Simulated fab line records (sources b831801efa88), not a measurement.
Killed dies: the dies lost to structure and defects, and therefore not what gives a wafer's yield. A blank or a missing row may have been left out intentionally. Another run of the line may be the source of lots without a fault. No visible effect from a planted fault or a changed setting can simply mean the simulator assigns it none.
Which tool was responsible? / flow sky130 / route of 708 steps, sampled at 1 step: 12 lots, 36 wafers

== WHAT THE GAUGES SHOWED, per wafer ==
SKY_NWELL_RS_MEAS_29: a four-point-probe measurement.
lot=L075; measured=day 5 16:03; on=film metro-03; NWELL_RS (ohm/sq)=620.2 622.2 622.7
lot=L077; measured=day 6 06:53; on=film metro-03; NWELL_RS (ohm/sq)=622.4 622.9 623.3
lot=L079; measured=day 6 23:08; on=film metro-04; NWELL_RS (ohm/sq)=624.9 627.2 626.1
lot=L081; measured=day 7 13:52; on=film metro-04; NWELL_RS (ohm/sq)=626.9 628.5 628.0
lot=L083; measured=day 7 20:01; on=film metro-03; NWELL_RS (ohm/sq)=623.2 623.4 622.3
lot=L085; measured=day 8 15:58; on=film metro-02; NWELL_RS (ohm/sq)=625.2 623.2 623.4
lot=L087; measured=day 9 05:08; on=film metro-03; NWELL_RS (ohm/sq)=624.4 624.2 625.8
lot=L089; measured=day 9 12:06; on=film metro-04; NWELL_RS (ohm/sq)=625.7 622.7 621.9
lot=L091; measured=day 9 19:34; on=film metro-04; NWELL_RS (ohm/sq)=620.9 623.1 624.7
lot=L093; measured=day 10 09:28; on=film metro-04; NWELL_RS (ohm/sq)=627.0 624.9 624.0
lot=L095; measured=day 10 21:56; on=film metro-02; NWELL_RS (ohm/sq)=625.3 624.3 624.2
lot=L097; measured=day 11 10:22; on=film metro-02; NWELL_RS (ohm/sq)=623.7 622.6 625.1

== EACH LOT AND THE TOOL THAT RAN IT (in order: tool; ch and the chambers of the sampled wafers; start) ==
Record: no process step prior to these readings.

== THE ANSWER, worked out from the rows above alone ==
Rule: the usual values come from the lots themselves. The widest of any qualifying gaps counts: lots, ordered by their means at a reading, are off when they make up no more than a third of the lots, leave a main group of 4 or more, and stand apart from it by 3 or more times the standard deviation of that group's means. If all means in a main group match to the digits the tables above print for the reading, that group is not used. Also off: a lot with no number at a reading for which 4 or more lots have one. Where the step has rows for the other lots, those lots are counted as sound.
None of the lots is off at any reading shown; this tells nothing.

== WHAT WAS PUT IN BY THE SIMULATOR ==
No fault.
